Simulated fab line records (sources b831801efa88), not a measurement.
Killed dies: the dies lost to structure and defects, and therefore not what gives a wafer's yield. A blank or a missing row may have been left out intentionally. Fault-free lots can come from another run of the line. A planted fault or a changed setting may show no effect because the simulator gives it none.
What tool caused it? | flow sky130 | at 1 step of a route of 708, 15 lots with 45 wafers sampled

WHAT EACH GAUGE READ, for each wafer
SKY_VIA1_BOW_MEAS_03. Usual: VIA1_BOW 80 um, standard deviation 7.1.
lot  | measured     | on            | VIA1_BOW (um) | flag
L137 | day 32 16:14 | film metro-02 | 80 86 68      |
L138 | day 32 22:08 | film metro-02 | 79 84 83      |
L139 | day 33 08:59 | film metro-02 | 88 102 92     |
L140 | day 33 21:42 | film metro-03 | 92 81 83      |
L141 | day 33 23:34 | film metro-01 | 95 83 80      |
L142 | day 34 12:38 | film metro-03 | 79 77 79      |
L143 | day 34 23:58 | film metro-03 | 76 73 78      |
L144 | day 35 03:29 | film metro-01 | 81 82 77      |
L148 | day 36 07:08 | film metro-01 | 75 74 67      |
L151 | day 37 14:07 | film metro-03 | 79 85 78      |
L156 | day 39 04:41 | film metro-03 | 86 80 87      |
L157 | day 39 07:26 | film metro-01 | 66 80 68      |
L158 | day 39 13:28 | film metro-01 | 78 80 68      |
L160 | day 39 21:29 | film metro-02 | 72 79 87      |
L159 | day 40 00:00 | film metro-02 | 84 77 72      |

EACH LOT AND THE TOOL THAT RAN IT (in order: tool; ch and the chambers of the sampled wafers; start)
Record: no process step prior to these readings.

AS READ BY THE TOOLS THEMSELVES (means over the sampled wafers that have a number; for cases with no such wafer, the mark the record gives instead)
The record holds no such reading with a usual standard deviation.

THE ANSWER, worked out from the rows above alone
Rule: take the mean of a lot's wafers that have a number; if it is more than 3 standard deviations from the usual mean, the lot is off. A lot without any number at a reading at which 4 lots or more have one is off too. Any other lot the step has rows for is counted as sound. The gauges are gone through in route order, then the tools' own readings, and for those a lot's mean is taken as printed above. The first step at which some lot is off is used, and at that step the reading that is off furthest; a lot without a number counts as furthest.
Across all readings shown, no lot is off: no conclusion can be drawn from this.

WHAT THE SIMULATOR PUT IN
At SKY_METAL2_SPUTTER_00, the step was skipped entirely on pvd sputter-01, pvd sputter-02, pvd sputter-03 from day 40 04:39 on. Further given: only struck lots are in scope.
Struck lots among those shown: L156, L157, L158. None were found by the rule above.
